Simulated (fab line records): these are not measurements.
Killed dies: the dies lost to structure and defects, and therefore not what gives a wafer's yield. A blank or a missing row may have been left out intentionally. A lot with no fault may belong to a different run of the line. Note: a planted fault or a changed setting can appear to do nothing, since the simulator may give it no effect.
Struck lot and sound lot, side by side ; flow sky130 ; 15 out of 708 route steps
Sound: these wafers, L246.4, L246.5, L246.6. Struck: wafers L256.2, L256.4. The cause comes at the end.
Order at every step that has rows: each side's tool, ch and its chambers, its first start. Under that, the readings that differ: sound wafers ; struck wafers ; difference of the means ; sigmas: that difference in standard deviations of wafers without a fault.
alike: readings with means less than 2 such deviations apart, plus words and numbers identical on both sides. not compared: withheld readings, readings lacking a value on some wafer, bounds such as >300 that could conceal the same value, and numbers that have no deviation in the record and whose values overlap.
A row with sigmas, a row that says differs or no value, or rows on one side alone: a step with any of these is where the two part. Numbers that don't overlap but have no deviation are shown without sigmas and don't part them. A reading that every wafer of one side lacks parts them only if that side has two wafers or more.

first, 4 steps without rows for these wafers: SKY_LI_CONTACT_SOFTBAKE_08 (time 90 s); SKY_LI_CONTACT_EXPOSE_09 (exposes mask LICM1, target cd 170 nm); SKY_LI_CONTACT_PEB_10; SKY_LI_CONTACT_DEVELOP_11 (develop time 60 s).
SKY_LI_CONTACT_CD_MEAS_12: target cd 170 nm.
  struck on cd-sem-01, day 32 13:49; sound on cd-sem-02, day 29 01:28
  alike: cd-nm
SKY_LI_CONTACT_OVL_MEAS_13:
  struck on overlay-01, day 32 13:55; sound on overlay-01, day 29 01:32
  alike: LI_CONTACT_OVL
SKY_LI_CONTACT_ETCH_14: etches BARC in N2/H2, stops on SiO2, time 45.9 s, target depth 60 nm.
  sound on rie-diel-03 ch 0,1,3, day 29 01:34; struck on rie-diel-02 ch 0,3, day 32 13:57
  alike: bias-w, chamber-pressure-mTorr, drypump-motor-current-A, n2-flow-sccm, oes-product-au, throttle-valve-pct
  not compared: rf-hours-counter-h
SKY_LI_CONTACT_ETCH_15: etches PSG in C4F8/O2/Ar, stops on Si, target depth 600 nm.
  sound on rie-diel-03 ch 0,1,3, day 29 01:36; struck on rie-diel-02 ch 0,3, day 32 14:00
  alike: bias-w, chamber-pressure-mTorr, oes-product-au
SKY_LI_CONTACT_STRIP_16: strips in O2/N2.
  sound on plasma-asher-02 ch 0,1, day 29 01:43; struck on plasma-asher-04 ch 0,1, day 32 14:05
  alike: chamber-pressure-mTorr, drypump-motor-current-A, n2-flow-sccm, oes-product-au, strip-time-to-endpoint-s
  not compared: rf-hours-counter-h
then, 2 steps without rows for these wafers: SKY_LI_CONTACT_CLEAN_17 (cleans in NMP, time 600 s); SKY_LI_CONTACT_PRE_CLEAN_18 (time 5.6 s).
SKY_LI_CONTACT_SPUTTER_19: material Ti, target thk 20 nm, time 106.37 s.
  struck on pvd-sputter-01, day 32 14:23; sound on pvd-sputter-01, day 29 01:59
  alike: throttle-valve-pct
SKY_LI_CONTACT_SPUTTER_20: material TiN, target thk 20 nm, time 80 s.
  struck on pvd-sputter-01, day 32 14:28; sound on pvd-sputter-01, day 29 02:04
reading;sound;struck;difference;sigmas
model.TiN_of_LI_CONTACT_SPUTTER_20.thk-nm (nm);20.28 19.9 20.2;15.16 15.31;-4.89;
  alike: throttle-valve-pct
SKY_LI_CONTACT_CVD_21: deposits W, target thk 400 nm, time 120.56 s.
  sound on cvd-w-01 ch 0,1, day 29 02:10; struck on cvd-w-02 ch 0,1, day 32 14:32
  alike: heater-power-w, susceptor-temp-C
after that, 1 step had no rows for these wafers: SKY_PAD_OPEN_PROBE_99.

WHERE THEY PART
Nowhere in this record.

WHY: whatever the simulator had introduced
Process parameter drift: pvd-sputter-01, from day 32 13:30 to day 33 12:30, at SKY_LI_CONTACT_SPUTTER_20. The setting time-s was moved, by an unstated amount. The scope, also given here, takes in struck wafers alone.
